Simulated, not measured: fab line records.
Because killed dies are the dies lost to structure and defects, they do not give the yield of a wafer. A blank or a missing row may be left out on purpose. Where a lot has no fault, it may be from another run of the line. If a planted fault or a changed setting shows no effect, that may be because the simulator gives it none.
Which tool was responsible?	flow sfq_line	7 lots, 21 wafers sampled, at 2 steps of a route of 325

## WHAT THE GAUGES READ, wafer by wafer
SFQ_I4_OVL_MEAS_928.
lot	measured	on	I4_OVL (nm)
L311	day 47 17:46	overlay-02	-18 -11 -9
L313	day 48 14:10	overlay-02	-12 -11 -11
L315	day 48 20:11	overlay-02	-3 7 8
L317	day 48 23:46	overlay-02	1 -16 0
L319	day 49 06:58	overlay-02	-12 -18 -21
L322	day 51 21:37	overlay-02	-2 -5 -4
L328	day 56 17:14	overlay-02	-8 -4 -7

## WHICH TOOL RAN EACH LOT (tool, then ch and the chambers of the sampled wafers, then the start)
lot	SFQ_TRILAYER_I4_DEP_PECVD_099
L311	pecvd-02 ch 0,1,2, day 40 08:52
L313	pecvd-02 ch 0,2, day 42 06:58
L315	pecvd-04 ch 1,2, day 42 11:52
L317	pecvd-01 ch 0,1, day 42 20:01
L319	pecvd-01 ch 0,2, day 42 22:25
L322	pecvd-01 ch 0,1, day 51 14:35
L328	pecvd-02 ch 0,1, day 56 01:01
- SFQ_TRILAYER_I4_DEP_PECVD_099: deposits SiO2 from SiH4/N2O, time 111.11 s, target thk 500 nm.

## THE ANSWER, worked out from the rows above alone
Rule: usual is defined by the lots themselves. The widest of any qualifying gaps counts: lots, ordered by their means at a reading, are off when they make up no more than a third of the lots, leave a main group of 4 or more, and stand apart from it by 3 or more times the standard deviation of that group's means. The tables above print the reading to a certain number of digits; a main group whose means all agree to those digits is not used. A lot without any number at a reading at which 4 lots or more have one is off too. Where the step has rows for the other lots, those lots are counted as sound.
No lot is off on any of the readings shown, so nothing can be concluded from this.

## WHAT THE SIMULATOR HAD INSERTED
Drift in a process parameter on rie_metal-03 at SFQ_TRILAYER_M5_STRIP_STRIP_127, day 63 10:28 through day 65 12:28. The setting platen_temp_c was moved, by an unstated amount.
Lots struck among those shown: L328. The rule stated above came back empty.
